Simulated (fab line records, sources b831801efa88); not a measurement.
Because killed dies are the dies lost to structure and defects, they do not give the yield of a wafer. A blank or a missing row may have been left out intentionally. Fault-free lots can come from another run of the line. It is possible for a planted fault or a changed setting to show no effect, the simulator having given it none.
Which tool was responsible? | flow gf180mcu | 15 lots, 45 wafers sampled, at 2 steps of a route of 602

== WHAT THE GAUGES READ, wafer by wafer ==
GF_M1_THK_MEAS_06: measures by xrf.
lot  | measured     | on            | M1_ALCU_THK (nm)
L878 | day 16 20:24 | film metro-02 | 451 449 448
L879 | day 17 01:38 | film metro-04 | 440 443 440
L880 | day 17 21:50 | film metro-04 | 446 436 436
L882 | day 18 18:53 | film metro-01 | 445 441 446
L885 | day 19 15:56 | film metro-04 | 444 442 446
L886 | day 19 22:54 | film metro-04 | 441 444 442
L887 | day 20 16:26 | film metro-04 | 440 433 439
L890 | day 21 13:26 | film metro-02 | 444 446 445
L892 | day 22 05:59 | film metro-01 | 443 449 449
L893 | day 22 12:01 | film metro-02 | 443 441 443
L894 | day 22 23:09 | film metro-02 | 450 443 441
L895 | day 23 07:29 | film metro-01 | 442 443 442
L896 | day 23 14:38 | film metro-04 | 452 446 447
L897 | day 23 22:38 | film metro-01 | 440 441 441
L898 | day 24 05:20 | film metro-04 | 440 440 440

== EACH LOT AND THE TOOL THAT RAN IT (in order: tool; ch and the chambers of the sampled wafers; start) ==
lot  | GF_NWELL_EXPOSE_04
L878 | iline stepper-01 ch 0, day 3 07:16
L879 | iline stepper-01 ch 0, day 3 11:58
L880 | iline stepper-02 ch 0, day 3 19:02
L882 | iline stepper-02 ch 0, day 4 07:10
L885 | iline stepper-01, day 4 18:31
L886 | iline stepper-01, day 4 22:40
L887 | iline stepper-02, day 5 07:02
L890 | iline stepper-02 ch 0, day 5 19:49
L892 | iline stepper-02 ch 0, day 6 09:38
L893 | iline stepper-02 ch 0, day 6 14:39
L894 | iline stepper-01 ch 0, day 6 20:17
L895 | iline stepper-01 ch 0, day 7 02:26
L896 | iline stepper-01 ch 0, day 7 09:18
L897 | iline stepper-01 ch 0, day 7 13:33
L898 | iline stepper-01 ch 0, day 7 18:52
- GF_NWELL_EXPOSE_04: exposes mask Nwell, target cd 860 nm.

== WHAT THE TOOLS THEMSELVES READ (means of the sampled wafers that have a number; where no wafer has one, the mark that the record gives instead) ==
GF_NWELL_EXPOSE_04.
lot  | tool             | exposure dose mJ cm2 | focus offset nm (nm)
L878 | iline stepper-01 | 260.17               | -0.3
L879 | iline stepper-01 | 260.24               | -0.1
L880 | iline stepper-02 | 260.29               | 0.4
L882 | iline stepper-02 | 260.00               | 0.3
L885 | iline stepper-01 | -                    | -
L886 | iline stepper-01 | -                    | -
L887 | iline stepper-02 | -                    | -
L890 | iline stepper-02 | 260.27               | 0.5
L892 | iline stepper-02 | 260.11               | -0.2
L893 | iline stepper-02 | 259.80               | 0.2
L894 | iline stepper-01 | 259.80               | -0.3
L895 | iline stepper-01 | 259.77               | -0.2
L896 | iline stepper-01 | 259.95               | -0.0
L897 | iline stepper-01 | 260.05               | 0.4
L898 | iline stepper-01 | 260.31               | -0.0

== THE ANSWER, worked out from the rows above alone ==
Rule: the lots themselves supply what counts as usual. The widest of any qualifying gaps counts: lots, ordered by their means at a reading, are off when they make up no more than a third of the lots, leave a main group of 4 or more, and stand apart from it by 3 or more times the standard deviation of that group's means. The tables above print the reading to a certain number of digits; a main group whose means all agree to those digits is not used. Also off: a lot with no number at a reading for which 4 or more lots have one. Any other lot the step has rows for is counted as sound. After the gauges, taken in route order, come the tools' own readings; for these a lot's mean is taken, as printed above. The first step at which some lot is off is used, and at that step the reading that is off furthest; a lot without a number counts as furthest.
Off at GF_NWELL_EXPOSE_04 (exposure dose mJ cm2): L885, L886, L887. Without a number there: L885, L886, L887. The main group: mean 260.06, standard deviation 0.19.
If a tool, at that step or one of the process steps before it, ran each lot that is off and ran no sound lot following the first of them, it fits. None of those tried fits.

== WHAT HAD BEEN PUT IN BY THE SIMULATOR ==
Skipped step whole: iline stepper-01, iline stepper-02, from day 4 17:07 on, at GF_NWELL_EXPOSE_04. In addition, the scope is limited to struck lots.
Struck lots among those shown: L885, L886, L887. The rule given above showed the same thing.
